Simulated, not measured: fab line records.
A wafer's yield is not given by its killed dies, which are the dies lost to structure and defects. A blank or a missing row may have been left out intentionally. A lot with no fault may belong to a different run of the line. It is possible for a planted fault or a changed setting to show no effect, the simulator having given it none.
Comparing a struck lot with a sound one | flow sky130 | 35 steps out of a route of 708
Sound: these wafers, L904.1, L904.2, L904.3. Struck: wafer L914.1. (L914.3 of the same lot was not struck and is left out.) The cause comes at the end.
Per side, at each step with rows, come the tool, then ch with its chambers, and then its first start. Under that, the readings that differ: sound wafers | struck wafers | difference of the means | sigmas: that difference in standard deviations of wafers without a fault.
alike: same words and numbers on both sides, and readings whose means sit less than 2 such deviations apart. not compared: any withheld reading, any reading some wafer has no value for, any bound like >300 that may hide the same value, and any number with overlapping values for which the record gives no deviation.
Wherever a step has rows on one side only, a row that says differs or no value, or a row with sigmas, the two part there. Numbers that don't overlap but have no deviation are shown without sigmas and don't part them. A reading that every wafer of one side lacks parts them only if that side has two wafers or more.

first, 4 steps without rows for these wafers: SKY_METAL5_SOFTBAKE_10 (time 60 s); SKY_METAL5_EXPOSE_11 (exposes mask MM5, target cd 1600 nm); SKY_METAL5_PEB_12; SKY_METAL5_DEVELOP_13 (develop time 60 s).
SKY_METAL5_DESCUM_14: chemistry O2, time 11 s.
  sound on rie metal-01 ch 0,1, day 43 21:18; struck on rie metal-01 ch 1, day 46 19:48
  alike: drypump motor current A, oes product au
  not compared: rf hours counter h
SKY_METAL5_METAL_ETCH_15: etches the open film in Cl2/BCl3, stops on SiO2, target depth 1260 nm, time 252 s.
  sound on rie metal-01 ch 0,1, day 43 21:20; struck on rie metal-01 ch 1, day 46 19:50
  alike: drypump motor current A, oes product au, throttle valve pct
  not compared: rf hours counter h
then, 4 steps without rows for these wafers: SKY_METAL5_STRIP_16 (strips in O2/N2); SKY_METAL5_STRIP_17 (strips in post etch residue remover, time 1200 s); SKY_METAL5_CLEAN_18 (cleans in IPA, time 180 s); SKY_METAL5_CLEAN_19 (cleans in O3/DIW).
SKY_PASSIVATION_CVD_00: deposits SiO2, target thk 90 nm.
  sound on pecvd-03 ch 0,1,2, day 43 22:10; struck on pecvd-01 ch 2, day 46 20:40
  alike: heater power w
SKY_PASSIVATION_THK_MEAS_01:
  sound on film metro-03 at day 43 22:11; struck on film metro-03 at day 46 20:41
  alike: PASSIVATION_CVD_00_THK
SKY_PASSIVATION_CVD_02: deposits Si3N4, target thk 540 nm.
  sound on pecvd-04 ch 0,1,2, day 43 22:15; struck on pecvd-04 ch 2, day 46 20:45
  reading                                       | sound             | struck | difference | sigmas
  model.Si3N4_of_PASSIVATION_CVD_02.thk nm (nm) | 534.7 530.3 531.3 | 419.7  | -112.4     |
  alike: heater power w
SKY_PASSIVATION_THK_MEAS_03:
  sound on film metro-02 at day 43 22:29; struck on film metro-04 at day 46 20:59
  reading                     | sound       | struck | difference | sigmas
  PASSIVATION_CVD_02_THK (nm) | 534 530 532 | 420    | -112       | -16
then, 7 steps without rows for these wafers: SKY_PASSIVATION_DEHYDRATE_04 (time 60 s); SKY_PASSIVATION_HMDS_05 (prime time 60 s); SKY_PASSIVATION_COAT_06 (resist thk 3000 nm); SKY_PASSIVATION_SOFTBAKE_07; SKY_PASSIVATION_EXPOSE_08 (exposes mask NSM, target cd 3000 nm); SKY_PASSIVATION_PEB_09; SKY_PASSIVATION_DEVELOP_10 (develop time 60 s).
SKY_PASSIVATION_ETCH_11: etches the open film in CF4/O2, stops on AlCu, target depth 725 nm, time 161.1 s.
  sound on rie diel-01 ch 0,1,2, day 44 20:22; struck on rie diel-03 ch 2, day 47 17:07
  reading                                 | sound             | struck | difference | sigmas
  oes product au (a.u.)                   | 0.977 0.982 0.973 | 0.885  | -0.092     | -12
  model.etch.depth nm (nm)                | 699.7 696.4 696.7 | 580.4  | -117.2     |
  model.PASSIVATION.feature depth nm (nm) | 699.7 696.4 696.7 | 580.4  | -117.2     |
  alike: cf4 flow sccm, drypump motor current A, throttle valve pct
  not compared: rf hours counter h
SKY_PASSIVATION_STRIP_12: strips in O2/N2.
  sound on plasma asher-01 ch 0,1, day 44 20:28; struck on plasma asher-03 ch 0, day 47 17:13
  alike: drypump motor current A, oes product au, strip time to endpoint s
  not compared: rf hours counter h
then, 7 steps without rows for these wafers: SKY_PAD_OPEN_DEHYDRATE_00 (time 60 s); SKY_PAD_OPEN_HMDS_01 (prime time 60 s); SKY_PAD_OPEN_COAT_02 (resist thk 3000 nm); SKY_PAD_OPEN_SOFTBAKE_03; SKY_PAD_OPEN_EXPOSE_04 (exposes mask PDM, target cd 60000 nm); SKY_PAD_OPEN_PEB_05; SKY_PAD_OPEN_DEVELOP_06 (develop time 60 s).
SKY_PAD_OPEN_ETCH_07: etches the open film in CF4/O2, stops on AlCu, target depth 725 nm, time 161.1 s.
  sound on rie diel-01 ch 0,1,3, day 45 17:56; struck on rie diel-01 ch 0, day 48 12:15
  reading                              | sound             | struck | difference | sigmas
  oes product au (a.u.)                | 0.981 0.965 0.971 | 0.879  | -0.093     | -14
  rf hours counter h (h)               | 3 26 21           | 27     | +10        |
  throttle valve pct (%)               | 5.972 5.968 5.958 | 5.933  | -0.033     | -4
  model.etch.depth nm (nm)             | 699.7 696.4 696.7 | 580.4  | -117.2     |
  model.PAD_OPEN.feature depth nm (nm) | 699.7 696.4 696.7 | 580.4  | -117.2     |
  alike: cf4 flow sccm, drypump motor current A
SKY_PAD_OPEN_STRIP_08: strips in O2/N2.
  sound on plasma asher-01 ch 0,1, day 45 18:03; struck on plasma asher-04 ch 1, day 48 12:21
  alike: drypump motor current A, oes product au
  not compared: rf hours counter h
SKY_PAD_OPEN_STRIP_09: strips in post etch residue remover, time 1200 s.
  sound on wet bench-04 ch 3, day 45 18:09; struck on wet bench-04 ch 3, day 48 12:27
  reading                                       | sound             | struck | difference | sigmas
  model.Si3N4_of_PASSIVATION_CVD_02.thk nm (nm) | 534.4 529.9 530.9 | 419.3  | -112.4     |
then, 2 steps without rows for these wafers: SKY_PAD_OPEN_CLEAN_10 (cleans in IPA, time 180 s); SKY_PAD_OPEN_PROBE_99.

## WHERE THEY PART
First at SKY_PASSIVATION_THK_MEAS_03; last, within this record, at SKY_PAD_OPEN_ETCH_07. Later steps at which nothing parts them and some readings are alike: SKY_PAD_OPEN_STRIP_08.

WHY: whatever the simulator had introduced
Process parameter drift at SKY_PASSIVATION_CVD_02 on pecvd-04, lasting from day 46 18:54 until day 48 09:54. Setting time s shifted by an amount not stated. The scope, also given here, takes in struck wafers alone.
